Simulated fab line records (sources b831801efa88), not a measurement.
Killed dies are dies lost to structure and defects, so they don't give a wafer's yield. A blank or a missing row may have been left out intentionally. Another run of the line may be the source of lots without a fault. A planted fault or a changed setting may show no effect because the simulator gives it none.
Matching of chambers -- flow sky130 -- SKY_LI_CONTACT_CMP_24 on cmp-02: 4 sister chambers
The step polishes, stops on PSG, t overpolish 19.19 s, target thk 0 nm. 4 wafers are shown with their chamber, then 8 later ones without.

## WAFERS WITH THEIR CHAMBER
wafer,chamber,motor_current_A (A)
L269.2,2,11.5
L270.4,0,11.4
L270.5,3,10.5
L279.3,1,8.7

## WAFERS WHOSE CHAMBER IS MISSING
wafer,motor_current_A (A)
L279.4,11.8
L279.6,11.0
L282.1,12.2
L282.3,9.1
L282.5,10.5
L286.2,11.4
L286.4,9.3
L286.5,10.7

## THE CHAMBER EACH PASSED THROUGH
wafer,from the rows above,in truth
L279.4,can't be placed: 2 or 0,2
L279.6,can't be placed: 0 or 2 or 3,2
L282.1,can't be placed: 2 or 0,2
L282.3,1,1
L282.5,3,3
L286.2,can't be placed: 0 or 2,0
L286.4,can't be placed: 1 or 3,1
L286.5,can't be placed: 3 or 0 or 2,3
Correctly placed: 2 of 8. These rows do not allow placing 6 (true chamber among the candidates in 6). 0 placed wrongly.
How it was worked out, from the rows above alone: a wafer's distance from a chamber is the root of the sum, over the readings, of the square of ((its reading less the chamber's mean) divided by the reading's scatter). The wafer belongs to the nearest chamber; if the next one is less than 2 further off, it can't be placed. The mean given for a chamber averages the wafers shown for that chamber. The scatter: with one shown wafer a chamber, the root of the mean of the squares of how far each hidden wafer lies from its nearest shown one.
